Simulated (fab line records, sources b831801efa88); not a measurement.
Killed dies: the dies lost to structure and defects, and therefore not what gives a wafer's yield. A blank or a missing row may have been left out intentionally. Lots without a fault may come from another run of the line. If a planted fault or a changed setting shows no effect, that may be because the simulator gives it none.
Chamber matching    flow gf180mcu    GF_V1_CVD_02 on pecvd-03 has 3 sister chambers
The step deposits SiO2 from TEOS, target thk 850 nm, time 94.851 s. 6 wafers are shown with their chamber, then 7 later ones without.

## WAFERS PAIRED WITH THEIR CHAMBERS
wafer   chamber  heater_power_w (W)  susceptor_temp_C (C)
L888.1  0        769                 399.98
L890.4  0        715                 399.76
L890.5  1        626                 399.94
L890.6  2        676                 399.98
L897.3  2        599                 399.82
L897.5  1        787                 400.24

## WAFERS MISSING THEIR CHAMBER
wafer   heater_power_w (W)  susceptor_temp_C (C)
L897.6  639                 400.04
L906.1  643                 399.68
L906.3  762                 400.06
L906.6  820                 399.96
L907.1  789                 400.32
L907.4  602                 399.78
L907.6  821                 399.98

## THE CHAMBER EACH PASSED THROUGH
wafer   from the rows above           in truth
L897.6  can't be placed: 2 or 1 or 0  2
L906.1  can't be placed: 2 or 0 or 1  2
L906.3  can't be placed: 1 or 0 or 2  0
L906.6  can't be placed: 0 or 1 or 2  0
L907.1  can't be placed: 1 or 0 or 2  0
L907.4  can't be placed: 2 or 0 or 1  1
L907.6  can't be placed: 0 or 1 or 2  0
Placed correctly: 0 of 7. Unplaceable from these rows: 7, with the true chamber sitting among the candidates in 7. Wrongly placed: 0.
How it was worked out, from the rows above alone: a wafer's distance from a chamber is the root of the sum, over the readings, of the square of ((its reading less the chamber's mean) divided by the reading's scatter). The wafer belongs to the nearest chamber; if the next one is less than 2 further off, it can't be placed. Each chamber's mean is taken over the wafers shown for it. How the scatter is found: for the shown wafers, subtract from each reading the mean of its chamber, square and add these, divide the total by (wafers less chambers), then take the root.
